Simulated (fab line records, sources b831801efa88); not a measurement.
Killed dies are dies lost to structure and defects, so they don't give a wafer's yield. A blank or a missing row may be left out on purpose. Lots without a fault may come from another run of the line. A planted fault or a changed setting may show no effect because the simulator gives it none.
One fault seen from 2 desks | flow sky130 | each desk has only its own numbers; what lay behind them comes last

THE METROLOGY DESK
What the gauges read, lot by lot, whatever tool the lot ran on: means of the sampled wafers that have a number. A lot is out of limits, marked OUT, if its mean lies more than 4 standard deviations from the usual mean; the brackets give that distance.
Columns: A = LDD_LDN_OVL at SKY_LDD_LDN_OVL_MEAS_07, usual 0.0 nm; B = cd_nm at SKY_SD_P_CD_MEAS_07, usual 379.4 nm; C = RES_XHIGH_TW at SKY_RES_XHIGH_TW_MEAS_09, usual 1653
lot  | first seen here | A    | B     | C
L247 | day 22 12:44    | 0.7  | 379.6 | 1647
L248 | day 23 01:37    | 1.2  | 379.4 | 1660
L250 | day 24 03:32    | 0.7  | 379.9 | 1651
L253 | day 25 04:44    | -2.7 | 380.0 | 1649
L254 | day 25 09:16    | -1.1 | 374.1 | 1661
L255 | day 25 16:16    | 0.5  | 381.0 | 1649
L258 | day 27 01:27    | -0.1 | 374.7 | 1665
L259 | day 27 09:49    | -0.5 | 379.5 | 1644
L260 | day 27 12:43    | -0.7 | 381.0 | 1653
L261 | day 28 04:20    | 0.5  | 377.8 | 1648
L263 | day 28 23:31    | -1.2 | 379.0 | 1657
L265 | day 29 21:04    | -2.3 | 380.7 | 1650
L269 | day 30 09:37    | 0.1  | 384.1 | 1653
L270 | day 30 20:04    | 0.7  | 382.5 | 1654
This desk's finding: nothing out of limits on any of the 14 lots.

THE TOOL OWNER'S DESK: plasma_asher-04
The tool's own readings at SKY_RES_XHIGH_STRIP_08 (strips in O2/N2): means of the sampled wafers that have a number, for each lot that ran on this tool. A lot is out of limits, marked OUT, if its mean lies more than 4 standard deviations from the usual mean; the brackets give that distance.
Columns: A = drypump_motor_current_A at SKY_RES_XHIGH_STRIP_08, usual 5.5 A; B = oes_product_au at SKY_RES_XHIGH_STRIP_08, usual 0.711 a.u.; C = strip_time_to_endpoint_s at SKY_RES_XHIGH_STRIP_08, usual 14.30 s
lot  | first seen here | A   | B                | C
L247 | day 26 10:03    | 5.1 | 0.712            | 14.20
L250 | day 28 01:02    | 5.1 | 0.710            | 14.32
L253 | day 28 23:02    | 5.1 | 0.711            | 14.36
L254 | day 29 03:06    | 5.1 | 0.709            | 14.30
L258 | day 30 16:22    | 5.2 | 0.708            | 14.34
L260 | day 31 03:00    | 5.1 | 0.710            | 14.23
L263 | day 32 13:14    | 5.1 | 0.671 (-11) OUT  | 15.69 (+32) OUT
L265 | day 33 11:10    | 5.1 | 0.675 (-9.8) OUT | 15.64 (+31) OUT
This desk's finding: out of limits on L263, L265; first on L263, day 32 13:14 (oes_product_au at SKY_RES_XHIGH_STRIP_08). In limits: L247, L250, L253, L254, L258, L260.

PUT TOGETHER
The tool owner's desk could have raised an alarm at day 32 13:14, on L263, L265.
The metrology desk saw nothing out of limits.
The metrology desk has L263, L265 on record, within its limits.
Of the lots named, all ran SKY_RES_XHIGH_STRIP_08 on plasma_asher-04.

WHAT THE SIMULATOR HAD PUT IN
Process parameter drift: plasma_asher-04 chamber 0, from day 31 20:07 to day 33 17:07, at SKY_RES_XHIGH_STRIP_08. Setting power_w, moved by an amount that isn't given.
Lots struck among those shown: L263, L265.
Hours from the fault's start to each desk's first reading out of limits: the tool owner's desk, 17.
